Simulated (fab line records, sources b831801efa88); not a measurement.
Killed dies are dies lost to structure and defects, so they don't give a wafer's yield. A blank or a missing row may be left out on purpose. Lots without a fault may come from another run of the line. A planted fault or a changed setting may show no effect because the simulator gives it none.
fab line records | flow sky130
record lots=6 wafers=18 last_day=50
route steps=708 shown CONTACT@410 METAL1@434 PAD_OPEN@708
lots that met no fault: from a run of the same line without faults
start_h: hours from the record's first day to the start of the lot's first wafer shown | wait_h: hours since the lot's step before | " the same as in the row above | L1.1+2: a row that stands for several wafers | - no value, or no start given | * or withheld: withheld | < > ~ a bound
route shown NAME@n: a module of which the file shows steps, and the number in the route of the first | usual: mean/standard deviation of fault-free wafers | same: alike in all rows | chamber/n: place in a boat | sites: the reading at each site | _std_site: their standard deviation | _edge_site: outer sites' mean less inner sites' | radius_mm: how far each site lies from the wafer's centre | mask NAME#n: copy n | behind: the tool/chamber that last shaped the wafer | hold: why the lot was held/for how many hours/how that ended | device: the transistor (n, p or np) that didn't switch | end of line: the same wafers' tests at the end of the route | a step without rows: its recipe alone | killed: dies lost to structure and defects at the first sort, not the wafer's yield | map: a wafer's dies, x killed, . not, _ none there
set.NAME: the setting as run; set.NAME@STEP: as run at that earlier step | model.NAME: the simulator's own value behind a step, which no gauge read
lots at some steps of the route; a table a step, a row a wafer
services: from which hour (start_h, from the record's first day; less than 0 if before it) a tool's chamber was out of use, for how many hours, and why
## steps
# step SKY_CONTACT_CMP_04
# recipe material=SiO2 down_force_psi=4 platen_rpm=60 pad_velocity_m_s=0.94248
# step SKY_CONTACT_BOW_MEAS_05
# recipe mode=bow
# usual CONTACT_BOW=83/6.6
# columns lot.wafer tool chamber start_h wait_h CONTACT_BOW[um]
L866.1 film_metro-01 - 709.56 0.1 87
L866.2 " - " " 87
L866.5 " - " " 92
L870.2 film_metro-01 - 760.80 0.2 75
L870.3 " - " " 69
L870.4 " - " " 80
L873.4 film_metro-03 - 786.44 0.2 83
L873.5 " - " " 83
L873.6 " - " " 87
L878.2 film_metro-02 - 815.97 0.4 75
L878.3 " - " " 74
L878.5 " - " " 73
L884.2 film_metro-02 - 851.74 0.1 91
L884.3 " - " " 78
L884.6 " - " " 83
L887.1 film_metro-01 - 880.52 0.1 90
L887.2 " - " " 97
L887.5 " - " " 87
# step SKY_CONTACT_DEHYDRATE_06
# recipe temp_c=200 time_s=60
# step SKY_CONTACT_HMDS_07
# recipe prime_time_s=60 prime_temp_c=120
# step SKY_CONTACT_COAT_08
# recipe resist=BARC temp_c=withheld time_s=withheld spin_rpm=3000 resist_thk_nm=60
# step SKY_CONTACT_COAT_09
# recipe resist=KrF-thick spin_rpm=2944 resist_thk_nm=450
# step SKY_CONTACT_SOFTBAKE_10
# recipe temp_c=100 time_s=90 resist=KrF-thick
# step SKY_CONTACT_EXPOSE_11
# recipe mask_id=CTM1 na=0.8 source_shape=annular sigma_inner=0.55 sigma_outer=0.85 target_cd_nm=170 dose_mj=38
# step SKY_CONTACT_PEB_12
# recipe peb_temp_c=withheld peb_time_s=withheld resist=KrF-thick
# step SKY_CONTACT_DEVELOP_13
# recipe develop_time_s=60 resist=KrF-thick dev_temp_c=21
# step SKY_CONTACT_CD_MEAS_14
# recipe target_cd_nm=170
# usual cd_nm=170.1/1.8
# columns lot.wafer tool chamber start_h wait_h cd_nm
L866.1 cd_sem-01 - 736.56 - 171.1
L866.2 " - " " 171.2
L866.5 " - " " 170.2
L870.2 cd_sem-01 - 788.43 - 167.7
L870.3 " - " " 168.4
L870.4 " - " " 167.9
L873.4 cd_sem-02 - 813.16 - 169.3
L873.5 " - " " 169.8
L873.6 " - " " 170.3
L878.2 cd_sem-01 - 842.27 - 170.1
L878.3 " - " " 171.7
L878.5 " - " " 170.1
L884.2 cd_sem-01 - 877.61 - 172.8
L884.3 " - " " 171.7
L884.6 " - " " 171.2
L887.1 cd_sem-01 - 906.36 - 171.8
L887.2 " - " " 173.2
L887.5 " - " " 170.3
# step SKY_CONTACT_OVL_MEAS_15
# usual CONTACT_OVL=0/6.4
# columns lot.wafer tool chamber start_h wait_h CONTACT_OVL[nm]
L866.1 overlay-02 - 736.68 0.1 10
L866.2 " - " " 15
L866.5 " - " " 4
L870.2 overlay-02 - 788.53 0.1 -2
L870.3 " - " " -7
L870.4 " - " " 0
L873.4 overlay-01 - 813.24 0.1 4
L873.5 " - " " 10
L873.6 " - " " 8
L878.2 overlay-01 - 842.38 0.1 2
L878.3 " - " " 6
L878.5 " - " " 6
L884.2 overlay-01 - 877.71 0.1 3
L884.3 " - " " 2
L884.6 " - " " -1
L887.1 overlay-02 - 906.48 0.1 0
L887.2 " - " " -3
L887.5 " - " " -1
# step SKY_CONTACT_ETCH_16
# recipe chemistry=N2/H2 target=BARC ion_energy_ev=200 source_w=500 bias_w=100 pressure_mtorr=30 n2_flow_sccm=100 h2_flow_sccm=200 stop_on=SiO2 time_s=45.9 target_depth_a=600
# usual drypump_motor_current_A=5.8/0.37 n2_flow_sccm=99.99/0.27 oes_product_au=0.856/0.0051 throttle_valve_pct=13.225/0.009
# columns lot.wafer tool chamber start_h wait_h drypump_motor_current_A n2_flow_sccm oes_product_au rf_hours_counter_h throttle_valve_pct
L866.1 rie_diel-04 1 736.71 0.0 6.2 100.01 0.851 10 13.235
L866.2 " 2 " " 5.8 100.04 0.860 14 13.231
L866.5 " 0 " " 6.0 99.90 0.859 - 13.250
L870.2 rie_diel-01 3 788.56 0.0 5.5 99.89 0.855 8 13.228
L870.3 " 0 " " 5.6 99.86 0.854 21 13.225
L870.4 " 1 " " 5.6 100.11 0.852 12 13.192
L873.4 rie_diel-02 2 813.26 0.0 5.7 100.28 0.851 8 13.217
L873.5 " 2 " " 5.7 100.18 0.855 - 13.223
L873.6 " 1 " " 5.4 99.74 0.853 - 13.223
L878.2 rie_diel-02 3 842.41 0.0 5.1 99.95 0.851 15 13.223
L878.3 " 2 " " 5.7 99.87 0.856 9 13.229
L878.5 " 2 " " 5.7 100.10 0.855 - 13.222
L884.2 rie_diel-01 3 877.74 0.0 5.4 99.67 0.853 11 13.223
L884.3 " 0 " " 5.6 100.33 0.852 24 13.229
L884.6 " 3 " " 5.5 99.75 0.860 - 13.214
L887.1 rie_diel-01 2 906.51 0.0 6.1 100.33 0.859 19 13.230
L887.2 " 3 " " 5.5 100.10 0.855 12 13.217
L887.5 " 2 " " 6.1 100.18 0.866 - 13.231
# step SKY_CONTACT_ETCH_17
# recipe target=SiO2 chemistry=C4F8/O2/Ar stop_on=Si3N4 mask_material=KrF-thick source_w=1500 bias_w=1200 pressure_mtorr=40 c4f8_flow_sccm=withheld O2_flow_sccm=6 Ar_flow_sccm=300 time_s=withheld target_depth_a=3400
# step SKY_CONTACT_ETCH_18
# recipe target=Si3N4 chemistry=CHF3/O2 stop_on=TiN source_w=600 bias_w=200 pressure_mtorr=40 chf3_flow_sccm=50 O2_flow_sccm=5 time_s=39 target_depth_a=750
# step SKY_CONTACT_STRIP_19
# recipe chemistry=O2/N2 power_w=1400 pressure_mtorr=1500 platen_temp_c=withheld o2_flow_sccm=3000 n2_flow_sccm=300 overash_fraction=0.5
# usual drypump_motor_current_A=5.5/0.47 n2_flow_sccm=300.2/0.9 oes_product_au=0.382/0.0053 strip_time_to_endpoint_s=3.66/0.033
# columns lot.wafer tool chamber start_h wait_h drypump_motor_current_A n2_flow_sccm oes_product_au rf_hours_counter_h strip_time_to_endpoint_s
L866.1 plasma_asher-02 0 736.84 - 6.0 300.5 0.372 97 3.65
L866.2 " 1 " " 6.1 301.0 0.379 97 3.59
L866.5 " 0 " " 6.0 299.4 0.383 - 3.64
L870.2 plasma_asher-03 1 788.70 - 5.5 300.3 0.379 4 3.64
L870.3 " 1 " " 5.5 301.6 0.384 - 3.62
L870.4 " 0 " " 4.8 300.9 0.385 - 3.66
L873.4 plasma_asher-01 1 813.42 - 5.2 299.6 0.378 - 3.62
L873.5 " 1 " " 5.2 299.9 0.377 - 3.62
L873.6 " 0 " " 5.5 300.6 0.384 - 3.71
L878.2 plasma_asher-03 1 842.54 - 5.5 301.2 0.386 8 3.70
L878.3 " 1 " " 5.5 300.1 0.378 - 3.64
L878.5 " 1 " " 5.5 299.8 0.377 - 3.65
L884.2 plasma_asher-03 1 877.88 - 5.5 301.3 0.380 12 3.65
L884.3 " 0 " " 4.8 299.8 0.379 - 3.65
L884.6 " 1 " " 5.5 301.4 0.378 - 3.64
L887.1 plasma_asher-01 0 906.64 - 5.5 299.4 0.375 75 3.66
L887.2 " 1 " " 5.2 299.5 0.386 75 3.64
L887.5 " 1 " " 5.2 299.3 0.381 - 3.64
# step SKY_CONTACT_STRIP_20
# recipe chemistry=post_etch_residue_remover time_s=1200 temp_c=72.5
# step SKY_CONTACT_CLEAN_21
# recipe chemistry=IPA time_s=180 temp_c=25
# step SKY_CONTACT_CLEAN_22
# recipe chemistry=O3/DIW dry=n2_spin
# step SKY_CONTACT_SPUTTER_23
# recipe material=TiN target_thk_nm=20 chamber_pressure_pa=5 power_w=4000 time_s=80
# step SKY_CONTACT_CVD_24
# recipe material=W target_thk_nm=340 time_s=102.12 temp_c=400 pressure_torr=40
# step SKY_CONTACT_RS_MEAS_25
# recipe thk_meas_gauge=four-point-probe reads=W_of_CONTACT_CVD_24+TiN_of_CONTACT_SPUTTER_23
# usual CONTACT_W_RS=0.334/0.0054
# columns lot.wafer tool chamber start_h wait_h CONTACT_W_RS[ohm/sq]
L866.1 film_metro-02 - 737.65 0.1 0.338
L866.2 " - " " 0.328
L866.5 " - " " 0.341
L870.2 film_metro-03 - 789.51 0.1 0.334
L870.3 " - " " 0.326
L870.4 " - " " 0.335
L873.4 film_metro-02 - 814.21 0.1 0.345
L873.5 " - " " 0.342
L873.6 " - " " 0.331
L878.2 film_metro-02 - 843.36 0.1 0.336
L878.3 " - " " 0.333
L878.5 " - " " 0.337
L884.2 film_metro-02 - 878.66 0.1 0.338
L884.3 " - " " 0.341
L884.6 " - " " 0.342
L887.1 film_metro-01 - 907.59 0.1 0.342
L887.2 " - " " 0.330
L887.5 " - " " 0.334
# step SKY_CONTACT_THK_MEAS_26
# recipe thk_meas_gauge=xrf reads=W_of_CONTACT_CVD_24
# usual CONTACT_W_THK=351/7.8
# columns lot.wafer tool chamber start_h wait_h CONTACT_W_THK[nm]
L866.1 film_metro-02 - 737.77 0.1 351
L866.2 " - " " 364
L866.5 " - " " 346
L870.2 film_metro-03 - 789.62 0.1 348
L870.3 " - " " 358
L870.4 " - " " 347
L873.4 film_metro-02 - 814.30 0.1 340
L873.5 " - " " 343
L873.6 " - " " 355
L878.2 film_metro-02 - 843.47 0.1 359
L878.3 " - " " 360
L878.5 " - " " 358
L884.2 film_metro-02 - 878.77 0.1 351
L884.3 " - " " 348
L884.6 " - " " 349
L887.1 film_metro-01 - 907.71 0.1 338
L887.2 " - " " 352
L887.5 " - " " 348
# step SKY_CONTACT_CMP_27
# recipe stop_on=SiO2 t_overpolish_s=15 down_force_psi=3.5 platen_rpm=60 target_thk_nm=0 pad_velocity_m_s=0.94248
# usual head_pressure_psi=3.499/0.0078 motor_current_A=11.3/0.8 overpolish_run_s=15.001/0.0087 time_to_endpoint_s=83/3.2
# columns lot.wafer tool chamber start_h wait_h head_pressure_psi motor_current_A overpolish_run_s time_to_endpoint_s
L866.2 cmp-02 1 737.93 0.1 3.480 10.9 14.999 86
L866.1 " 2 " " 3.492 12.2 14.998 84
L866.5 " 0 " " 3.500 11.8 15.005 86
L870.4 cmp-02 1 789.67 0.0 3.488 11.0 14.995 80
L870.3 " 2 " " 3.498 12.4 15.004 80
L870.2 " 0 " " 3.507 11.4 14.988 83
L873.4 cmp-01 3 814.48 0.2 3.487 10.0 14.989 81
L873.5 " 0 " " 3.505 11.6 15.008 82
L873.6 " 1 " " 3.496 10.6 14.996 86
L878.3 cmp-02 1 843.60 0.1 3.509 10.7 14.993 87
L878.2 " 2 " " 3.506 11.6 15.004 82
L878.5 " 1 " " 3.503 11.3 14.996 82
L884.2 cmp-02 0 878.82 0.0 3.501 11.4 14.993 85
L884.3 " 3 " " 3.502 11.0 14.997 82
L884.6 " 0 " " 3.496 11.9 14.983 85
L887.1 cmp-01 3 907.87 0.1 3.494 9.4 15.007 82
L887.2 " 0 " " 3.496 11.5 15.016 89
L887.5 " 2 " " 3.509 12.6 14.993 85
# step SKY_METAL1_SPUTTER_00
# recipe material=Ti target_thk_nm=15 power_w=3000 time_s=10 chamber_pressure_pa=0.4
# step SKY_METAL1_SPUTTER_01
# recipe material=TiN target_thk_nm=20 power_w=6500 time_s=16.7 chamber_pressure_pa=0.4
# usual throttle_valve_pct=29.8/1
# columns lot.wafer tool chamber start_h wait_h throttle_valve_pct
L866.1 pvd_sputter-01 - 738.15 0.0 29.4
L866.2 " - " " 30.7
L866.5 " - " " 30.7
L870.2 pvd_sputter-04 - 789.99 0.0 29.3
L870.3 " - " " 28.5
L870.4 " - " " 27.7
L873.4 pvd_sputter-04 - 814.65 0.0 30.1
L873.5 " - " " 27.5
L873.6 " - " " 28.7
L878.2 pvd_sputter-01 - 843.92 0.0 29.2
L878.3 " - " " 30.8
L878.5 " - " " 30.5
L884.2 pvd_sputter-01 - 879.14 0.0 30.4
L884.3 " - " " 31.0
L884.6 " - " " 29.1
L887.1 pvd_sputter-04 - 908.09 0.0 29.4
L887.2 " - " " 28.8
L887.5 " - " " 27.7
# step SKY_METAL1_SPUTTER_02
# recipe material=AlCu target_thk_nm=250 power_w=10600 time_s=13.3 chamber_pressure_pa=0.4
# usual throttle_valve_pct=29.8/1
# columns lot.wafer tool chamber start_h wait_h throttle_valve_pct
L866.1 pvd_sputter-01 - 738.18 0.0 28.9
L866.2 " - " " 31.1
L866.5 " - " " 30.6
L870.2 pvd_sputter-04 - 790.02 0.0 29.4
L870.3 " - " " 28.9
L870.4 " - " " 27.7
L873.4 pvd_sputter-04 - 814.68 0.0 30.2
L873.5 " - " " 27.6
L873.6 " - " " 28.7
L878.2 pvd_sputter-01 - 843.95 0.0 29.2
L878.3 " - " " 30.8
L878.5 " - " " 30.7
L884.2 pvd_sputter-01 - 879.17 0.0 30.8
L884.3 " - " " 31.0
L884.6 " - " " 29.3
L887.1 pvd_sputter-04 - 908.12 0.0 29.4
L887.2 " - " " 28.8
L887.5 " - " " 27.9
# step SKY_METAL1_SPUTTER_03
# recipe material=Ti target_thk_nm=5 power_w=3000 time_s=3.3 chamber_pressure_pa=0.4
# step SKY_METAL1_SPUTTER_04
# recipe material=TiN target_thk_nm=70 power_w=6500 time_s=58.3 chamber_pressure_pa=0.4
# step SKY_METAL1_RS_MEAS_05
# recipe thk_meas_gauge=four-point-probe reads=TiN_of_METAL1_SPUTTER_04+Ti_of_METAL1_SPUTTER_03+AlCu_of_METAL1_SPUTTER_02+TiN_of_METAL1_SPUTTER_01+Ti_of_METAL1_SPUTTER_00
# usual METAL1_ALCU_RS=0.1265/0.0018
# columns lot.wafer tool chamber start_h wait_h METAL1_ALCU_RS[ohm/sq]
L866.1 film_metro-01 - 738.27 0.0 0.1257
L866.2 " - " " 0.1252
L866.5 " - " " 0.1243
L870.2 film_metro-02 - 790.13 0.0 0.1273
L870.3 " - " " 0.1290
L870.4 " - " " 0.1294
L873.4 film_metro-04 - 814.83 0.1 0.1259
L873.5 " - " " 0.1289
L873.6 " - " " 0.1285
L878.2 film_metro-01 - 844.06 0.0 0.1252
L878.3 " - " " 0.1273
L878.5 " - " " 0.1272
L884.2 film_metro-01 - 879.28 0.0 0.1274
L884.3 " - " " 0.1257
L884.6 " - " " 0.1250
L887.1 film_metro-02 - 908.21 0.0 0.1262
L887.2 " - " " 0.1281
L887.5 " - " " 0.1293
# step SKY_METAL1_THK_MEAS_06
# recipe thk_meas_gauge=xrf reads=AlCu_of_METAL1_SPUTTER_02
# usual METAL1_ALCU_THK=255/3.7
# columns lot.wafer tool chamber start_h wait_h METAL1_ALCU_THK[nm]
L866.1 film_metro-01 - 738.39 0.1 255
L866.2 " - " " 254
L866.5 " - " " 257
L870.2 film_metro-02 - 790.24 0.1 256
L870.3 " - " " 250
L870.4 " - " " 249
L873.4 film_metro-04 - 814.92 0.1 254
L873.5 " - " " 247
L873.6 " - " " 249
L878.2 film_metro-01 - 844.17 0.1 256
L878.3 " - " " 252
L878.5 " - " " 254
L884.2 film_metro-01 - 879.39 0.1 254
L884.3 " - " " 256
L884.6 " - " " 259
L887.1 film_metro-02 - 908.33 0.1 257
L887.2 " - " " 255
L887.5 " - " " 252
# step SKY_METAL1_DEHYDRATE_07
# recipe temp_c=200 time_s=60
# step SKY_METAL1_HMDS_08
# recipe prime_time_s=60 prime_temp_c=120
# step SKY_METAL1_COAT_09
# recipe resist=BARC temp_c=withheld time_s=withheld spin_rpm=3000 resist_thk_nm=60
# step SKY_METAL1_COAT_10
# recipe resist=KrF-thick spin_rpm=3000 resist_thk_nm=450
# step SKY_METAL1_SOFTBAKE_11
# recipe temp_c=100 time_s=87.59 resist=KrF-thick
# step SKY_METAL1_EXPOSE_12
# recipe mask_id=MM1 na=0.8 source_shape=annular sigma_inner=0.55 sigma_outer=0.85 target_cd_nm=140 dose_mj=28
# step SKY_METAL1_PEB_13
# recipe peb_temp_c=withheld peb_time_s=withheld resist=KrF-thick
# step SKY_METAL1_DEVELOP_14
# recipe develop_time_s=60 resist=KrF-thick dev_temp_c=21
# step SKY_METAL1_CD_MEAS_15
# recipe target_cd_nm=140
# usual cd_nm=139.3/1.7
# columns lot.wafer tool chamber start_h wait_h cd_nm
L866.1 cd_sem-02 - 764.99 - 138.5
L866.2 " - " " 138.1
L866.5 " - " " 138.9
L870.2 cd_sem-02 - 816.61 - 138.4
L870.3 " - " " 137.4
L870.4 " - " " 138.4
L873.4 cd_sem-02 - 840.60 - 141.8
L873.5 " - " " 140.3
L873.6 " - " " 141.7
L878.2 cd_sem-02 - 869.96 - 140.4
L878.3 " - " " 140.9
L878.5 " - " " 140.6
L884.2 cd_sem-02 - 905.01 - 140.4
L884.3 " - " " 137.6
L884.6 " - " " 139.8
L887.1 cd_sem-02 - 933.21 - 139.2
L887.2 " - " " 140.1
L887.5 " - " " 138.6
# step SKY_METAL1_OVL_MEAS_16
# usual METAL1_OVL=1/5.3
# columns lot.wafer tool chamber start_h wait_h METAL1_OVL[nm]
L866.1 overlay-01 - 765.11 0.1 -9
L866.2 " - " " -2
L866.5 " - " " -6
L870.2 overlay-02 - 816.71 0.1 1
L870.3 " - " " 0
L870.4 " - " " -1
L873.4 overlay-02 - 840.68 0.1 2
L873.5 " - " " -5
L873.6 " - " " -3
L878.2 overlay-02 - 870.06 0.1 -3
L878.3 " - " " 5
L878.5 " - " " -1
L884.2 overlay-01 - 905.11 0.1 5
L884.3 " - " " 6
L884.6 " - " " 6
L887.1 overlay-02 - 933.33 0.1 1
L887.2 " - " " 5
L887.5 " - " " 5
# step SKY_METAL1_DESCUM_17
# recipe chemistry=O2 source_power_w=150 bias_power_w=0 pressure_mtorr=10 temp_c=40 time_s=8
# usual drypump_motor_current_A=5.69/0.27 oes_product_au=0.993/0.01
# columns lot.wafer tool chamber start_h wait_h drypump_motor_current_A oes_product_au rf_hours_counter_h
L866.1 rie_metal-02 1 765.14 0.0 5.90 1.006 1
L866.2 " 0 " " 5.77 0.988 9
L866.5 " 1 " " 5.90 0.992 -
L870.2 rie_metal-02 1 816.74 0.0 5.91 0.992 3
L870.3 " 0 " " 5.77 0.983 -
L870.4 " 1 " " 5.92 0.991 -
L873.4 rie_metal-02 0 840.71 0.0 5.78 1.000 -
L873.5 " 0 " " 5.76 0.997 -
L873.6 " 1 " " 5.91 0.997 -
L878.2 rie_metal-04 1 870.09 0.0 5.80 1.013 9
L878.3 " 0 " " 5.18 1.006 -
L878.5 " 1 " " 5.77 1.020 -
L884.2 rie_metal-03 0 905.14 0.0 5.96 0.984 9
L884.3 " 0 " " 5.93 0.995 -
L884.6 " 0 " " 5.96 0.991 -
L887.1 rie_metal-04 1 933.36 0.0 5.78 1.012 12
L887.2 " 0 " " 5.18 0.991 16
L887.5 " 0 " " 5.18 0.987 -
# step SKY_PAD_OPEN_PROBE_99
# usual killed_at_M0_to_M3=44/7.5 killed_at_M4_up=3.3/1.8 killed_at_contacts=25/5.9 killed_at_front_end=16/4.7 killed_at_other=0.3/0.52 killed_dies=89/9.9 killed_open=49/7.8 killed_short=40/5.8
# same gross_dies=492 killed_at_back_side=0
# columns lot.wafer tool chamber start_h wait_h hold killed_at_M0_to_M3 killed_at_M4_up killed_at_contacts killed_at_front_end killed_at_other killed_dies killed_open killed_short
L866.1 prober-02 - 1077.51 0.1 - 57 3 22 25 1 108 63 44
L866.2 prober-02 - 1077.56 0.1 - 56 4 19 16 0 95 40 55
L866.5 prober-02 - 1077.71 0.2 - 42 3 33 15 0 93 52 41
L870.2 prober-02 - 1116.12 0.1 - 44 3 20 10 0 77 41 34
L870.3 prober-02 - 1116.17 0.2 - 66 2 22 12 0 102 55 47
L870.4 prober-02 - 1116.22 0.2 - 48 3 21 10 1 83 47 36
L873.4 prober-01 - 1133.23 0.2 - 39 5 28 23 1 96 53 43
L873.5 prober-01 - 1133.28 0.2 - 38 3 25 15 0 81 41 40
L873.6 prober-01 - 1133.33 0.2 - 45 5 22 15 1 88 54 34
L878.2 prober-02 - 1158.00 0.1 - 42 2 26 14 1 85 42 43
L878.3 prober-02 - 1158.05 0.2 - 31 3 24 16 1 75 36 39
L878.5 prober-02 - 1158.15 0.2 - 40 1 22 17 0 80 39 41
L884.2 prober-02 - 1181.49 0.1 await_dispo/3.4h/release 42 5 68 8 0 123 44 34
L884.3 prober-02 - 1181.54 0.2 await_dispo/3.4h/release 53 2 66 14 1 136 47 40
L884.6 prober-02 - 1181.69 0.2 await_dispo/3.4h/release 39 1 74 13 0 127 21 50
L887.1 prober-01 - 1197.64 0.1 await_dispo/2.9h/release 39 0 69 8 1 117 40 39
L887.2 prober-01 - 1197.69 0.1 await_dispo/2.9h/release 31 2 63 18 0 114 34 28
L887.5 prober-01 - 1197.84 0.2 await_dispo/2.9h/release 39 6 60 11 0 116 42 32
# killed by level:class
L866.1 VIA1:geometric_particle:open=12 VIA2:geometric_particle:open=11 FIELD_ISO:geometric_particle:short=10 VIA3:geometric_particle:open=10 CONTACT:geometric_particle:open=7 FIELD_ISO:geometric_particle:open=6 LI_CONTACT:geometric_particle:open=6 LI_CONTACT:geometric_particle:short=5
L866.2 METAL1:geometric_particle:short=13 VIA1:geometric_particle:open=9 VIA1:geometric_particle:short=7 VIA3:geometric_particle:open=6 LI_CONTACT:geometric_particle:open=6 CONTACT:geometric_particle:short=6 METAL2:geometric_particle:short=6 CONTACT:geometric_particle:open=5
L866.5 LI_CONTACT:geometric_particle:open=10 VIA1:geometric_particle:open=8 METAL2:geometric_particle:short=8 VIA2:geometric_particle:open=7 LOCAL_INTERCONNECT:geometric_particle:short=7 CONTACT:geometric_particle:open=7 SPACER:geometric_particle:open=5 CONTACT:geometric_particle:short=5
L870.2 VIA1:geometric_particle:open=12 LI_CONTACT:geometric_particle:open=7 VIA2:geometric_particle:open=6 VIA3:geometric_particle:open=6 LOCAL_INTERCONNECT:geometric_particle:short=5 VIA3:geometric_particle:short=5 METAL1:geometric_particle:short=4 POLY_GATE:geometric_particle:short=3
L870.3 VIA2:geometric_particle:open=11 VIA1:geometric_particle:open=10 VIA3:geometric_particle:open=9 METAL2:geometric_particle:short=9 LI_CONTACT:geometric_particle:open=8 METAL3:geometric_particle:short=7 CONTACT:geometric_particle:open=7 METAL1:geometric_particle:short=6
L870.4 VIA1:geometric_particle:open=14 VIA2:geometric_particle:open=10 CONTACT:geometric_particle:open=8 CONTACT:geometric_particle:short=6 POLY_GATE:geometric_particle:short=5 VIA1:geometric_particle:short=5 METAL2:geometric_particle:short=4 VIA3:geometric_particle:short=4
L873.4 FIELD_ISO:geometric_particle:open=12 CONTACT:geometric_particle:open=8 VIA1:geometric_particle:open=8 METAL1:geometric_particle:short=8 CONTACT:geometric_particle:short=7 LI_CONTACT:geometric_particle:open=6 VIA3:geometric_particle:open=6 POLY_GATE:geometric_particle:open=5
L873.5 LI_CONTACT:geometric_particle:open=9 VIA3:geometric_particle:open=8 LOCAL_INTERCONNECT:geometric_particle:short=8 VIA1:geometric_particle:short=7 CONTACT:geometric_particle:open=5 VIA1:geometric_particle:open=5 FIELD_ISO:geometric_particle:short=4 METAL3:geometric_particle:short=4
L873.6 CONTACT:geometric_particle:open=13 VIA1:geometric_particle:open=10 FIELD_ISO:geometric_particle:open=7 VIA2:geometric_particle:open=7 VIA3:geometric_particle:open=7 LI_CONTACT:geometric_particle:open=5 METAL1:geometric_particle:short=5 METAL3:geometric_particle:short=4
L878.2 CONTACT:geometric_particle:open=12 METAL2:geometric_particle:short=9 VIA1:geometric_particle:open=6 METAL3:geometric_particle:short=6 VIA3:geometric_particle:open=6 LI_CONTACT:geometric_particle:open=5 CONTACT:geometric_particle:short=5 METAL1:geometric_particle:short=4
L878.3 CONTACT:geometric_particle:open=7 LOCAL_INTERCONNECT:geometric_particle:short=6 VIA1:geometric_particle:open=6 VIA3:geometric_particle:open=6 FIELD_ISO:geometric_particle:short=5 LI_CONTACT:geometric_particle:open=5 VIA3:geometric_particle:short=5 FIELD_ISO:geometric_particle:open=4
L878.5 LI_CONTACT:geometric_particle:open=9 VIA1:geometric_particle:open=7 METAL1:geometric_particle:short=7 LOCAL_INTERCONNECT:geometric_particle:short=6 VIA1:geometric_particle:short=6 VIA2:geometric_particle:open=6 FIELD_ISO:geometric_particle:short=5 METAL3:geometric_particle:short=5
L884.2 CONTACT:unspecified=45 VIA1:geometric_particle:open=13 CONTACT:geometric_particle:open=10 METAL2:geometric_particle:short=6 VIA3:geometric_particle:open=6 VIA2:geometric_particle:open=5 CONTACT:geometric_particle:short=4 LI_CONTACT:geometric_particle:open=4
L884.3 CONTACT:unspecified=49 VIA1:geometric_particle:open=15 METAL1:geometric_particle:short=6 VIA2:geometric_particle:open=6 FIELD_ISO:geometric_particle:open=5 VIA1:geometric_particle:short=5 LOCAL_INTERCONNECT:geometric_particle:short=5 METAL2:geometric_particle:short=5
L884.6 CONTACT:unspecified=56 VIA1:geometric_particle:short=9 CONTACT:geometric_particle:short=6 LOCAL_INTERCONNECT:geometric_particle:short=5 CONTACT:geometric_particle:open=5 METAL1:geometric_particle:short=5 METAL2:geometric_particle:short=5 VIA2:geometric_particle:short=5
L887.1 CONTACT:unspecified=38 CONTACT:geometric_particle:short=12 CONTACT:geometric_particle:open=10 VIA3:geometric_particle:open=8 VIA1:geometric_particle:open=7 LI_CONTACT:geometric_particle:open=6 METAL1:geometric_particle:short=6 METAL2:geometric_particle:short=5
L887.2 CONTACT:unspecified=51 VIA1:geometric_particle:open=10 FIELD_ISO:geometric_particle:open=5 FIELD_ISO:geometric_particle:short=5 LI_CONTACT:geometric_particle:open=5 VIA1:geometric_particle:short=5 VIA3:geometric_particle:open=4 METAL1:geometric_particle:short=3
L887.5 CONTACT:unspecified=42 VIA2:geometric_particle:open=7 VIA1:geometric_particle:open=6 LI_CONTACT:geometric_particle:open=5 METAL2:geometric_particle:short=5 VIA3:geometric_particle:open=5 LOCAL_INTERCONNECT:geometric_particle:short=4 CONTACT:geometric_particle:open=4
# map L884.3 (x killed, . not)
__________.x..x....x_________
________..x.x.x......._______
______.......x.x......x._____
_____......x...x...x.....____
____......x.x.x...........___
___x.x....x..x.....x...x...__
__.................x..x....._
_.x..xxx..........x..xx.x.x..
_..x..xxx.............xxxxxx.
_.x........xx.x..x.....xxxx..
_...x...x....x.......xxxxxxxx
_...x..x..........x..xxxxxxxx
_.................x.xxxxxxxxx
_.xxx...xxx.....x....xxxxxxxx
_.x..x......x...x.xx..xxxxxx.
__..........xxx..x..x.xxxxx._
___.....xx....x.....x...x..__
____.....x.....x.........x___
_____.....x......x.......____
______.......x.x........_____
________.............._______
__________......xxxx_________
# map L887.1 (x killed, . not)
__________.........._________
________..x..........._______
______x..x........x..x.._____
_____...x........x......x____
____...x....x........x....___
___...x..x..x.x....x.......__
__...........xx.....x......._
_..x..x...x..........x......x
_......x....x...........x....
_.x...x...x..x.........x..x..
_..x..xxxxxx..............x..
_xxxxx...x..x........xx...x..
_xxxxxxx.x....x..............
_xxxxxxx.x...x.x...x...x.x...
_xxxxxxx.x...x.x.........x..x
__xxxx.x...x.......x...x...x_
___xxxx............x....xx.__
____xx....x..x...xx...x..x___
_____..........x....x....____
______x................x_____
________x..x...x......_______
__________........x._________
## services
# columns tool chamber start_h hours kind
plasma_asher-03 - 718.22 13.1 repair
rie_metal-04 - 725.96 1.1 repair
cmp-02 - 732.97 1.5 repair
plasma_asher-03 - 733.75 9.0 pm
cmp-01 - 744.00 4.0 pm
rie_diel-02 - 745.55 1.6 repair
cmp-01 - 746.99 3.1 repair
rie_metal-02 1 755.75 7.5 repair
rie_diel-01 3 761.70 2.1 repair
rie_diel-02 2 770.17 21.8 repair
rie_metal-02 - 771.90 2.8 pm
plasma_asher-01 - 810.50 2.8 pm
plasma_asher-03 - 810.69 14.6 pm
rie_diel-01 3 814.41 9.2 repair
rie_metal-04 1 818.79 1.1 repair
cmp-02 - 848.60 5.0 pm
rie_diel-02 - 879.08 2.8 pm
cmp-01 - 880.59 1.3 repair
rie_diel-02 0 894.01 8.1 repair
rie_diel-02 0 903.26 8.6 repair
rie_metal-04 - 907.89 4.0 pm
cmp-02 - 912.37 4.0 pm
cmp-02 - 914.12 1.3 repair
pvd_sputter-04 - 921.83 1.7 repair
## key
first_sign step=SKY_PAD_OPEN_PROBE_99 reading=killed_at_contacts direction=up sigmas=7 usual=25 struck=67
effect step=SKY_PAD_OPEN_PROBE_99 reading=killed_dies direction=up sigmas=3.3 usual=89 struck=122
met_at SKY_CONTACT_ETCH_16
struck_wafers L884.2,L884.3,L884.6,L887.1,L887.2,L887.5
tester_left_out L884,L887
onset_between 788.56 877.74
also_fits time
fault kind=chamber_particle_source tool=rie_diel-01 chamber=- onset_h=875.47 steps=SKY_CONTACT_ETCH_16 rate_per_visit_cm2=0.90902 end_h=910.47
# tester_left_out: of these lots the tester's yield and bins aren't shown, on N5 and GAA mostly nor the transistor test; their killed dies are dies lost to structure and defects alone, not to doping, threshold or leakage, so they don't give the yield
